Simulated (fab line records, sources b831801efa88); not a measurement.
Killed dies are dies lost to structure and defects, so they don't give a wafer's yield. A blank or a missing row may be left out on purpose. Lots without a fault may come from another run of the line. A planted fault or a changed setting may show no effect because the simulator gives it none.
Which tool did it? | flow sky130 | 6 lots, 18 wafers sampled, at 1 step of a route of 708

WHAT THE GAUGES READ, wafer by wafer
SKY_METAL2_RS_MEAS_05: measures by four-point-probe.
lot  | measured     | on            | METAL2_ALCU_RS (ohm/sq)
L607 | day 34 12:46 | film_metro-04 | 0.1276 0.1270 0.1280
L608 | day 35 01:26 | film_metro-02 | 0.1264 0.1268 0.1261
L611 | day 36 04:15 | film_metro-03 | 0.1278 0.1291 0.1284
L613 | day 36 21:19 | film_metro-04 | 0.1275 0.1282 0.1285
L618 | day 38 06:11 | film_metro-02 | 0.1262 0.1254 0.1257
L626 | day 40 15:38 | film_metro-03 | 0.1261 0.1255 0.1255

WHICH TOOL RAN EACH LOT (tool, then ch and the chambers of the sampled wafers, then the start)
The record holds no process step before these readings.

THE ANSWER, worked out from the rows above alone
Rule: what is usual is taken from the lots themselves. Put in order of their means at a reading, lots are off if they are a third of the lots or fewer, leave a main group of 4 or more, and stand apart from it by a gap of 3 or more times the standard deviation of the main group's means; of several such gaps the widest counts. A main group whose means are all the same, to the digits that the tables above print for the reading, isn't used. A lot without any number at a reading at which 4 lots or more have one is off too. The other lots that the step has rows for count as sound.
No lot is off at any reading shown: from this, nothing can be told.

WHAT THE SIMULATOR HAD PUT IN
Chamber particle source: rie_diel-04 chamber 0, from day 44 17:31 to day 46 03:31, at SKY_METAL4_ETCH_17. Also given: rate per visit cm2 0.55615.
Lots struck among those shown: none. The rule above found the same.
